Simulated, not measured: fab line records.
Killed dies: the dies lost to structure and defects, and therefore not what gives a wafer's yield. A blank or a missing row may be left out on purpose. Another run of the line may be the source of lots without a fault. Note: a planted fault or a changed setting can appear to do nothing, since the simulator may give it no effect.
Chamber matching    flow gf180mcu    GF_V5_CMP_04 on cmp-01: 4 sister chambers
The step polishes SiO2. 4 wafers are shown with their chamber, then 12 later ones without.

== WAFERS PAIRED WITH THEIR CHAMBERS ==
wafer   chamber  motorCurrentA (A)
L078.4  2        11.5
L088.1  3        9.8
L088.2  0        12.3
L088.5  1        9.7

== WAFERS WITH NO CHAMBER GIVEN ==
wafer   motorCurrentA (A)
L090.1  11.6
L090.2  9.8
L090.3  10.0
L093.4  11.4
L093.5  11.0
L093.6  9.7
L094.2  11.3
L094.4  11.8
L094.6  10.8
L097.1  11.8
L097.2  11.4
L097.6  9.5

== WHICH CHAMBER EACH ONE RAN IN ==
wafer    from the rows above            in truth
L090.1   2                              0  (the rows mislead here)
L090.2   can't be placed: 3 or 1        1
L090.3   can't be placed: 3 or 1        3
L093.4   2                              2
L093.5   2                              2
L093.6   can't be placed: 1 or 3        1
L094.2   2                              2
L094.4   can't be placed: 2 or 0        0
L094.6   can't be placed: 2 or 3 or 1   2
L097.1   can't be placed: 2 or 0        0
L097.2   2                              2
L097.6   can't be placed: 1 or 3        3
Correctly placed: 4 of 12. These rows do not allow placing 7 (true chamber among the candidates in 7). 1 placed wrongly.
How it was worked out, from the rows above alone: a wafer's distance from a chamber is the root of the sum, over the readings, of the square of ((its reading less the chamber's mean) divided by the reading's scatter). If the next closest chamber is less than 2 further off than the closest, the wafer can't be placed; otherwise it belongs to the closest. For every chamber, the mean is computed from those of its wafers that are shown. The scatter: root of mean squared gap, hidden wafer to nearest shown wafer, with one shown wafer a chamber.
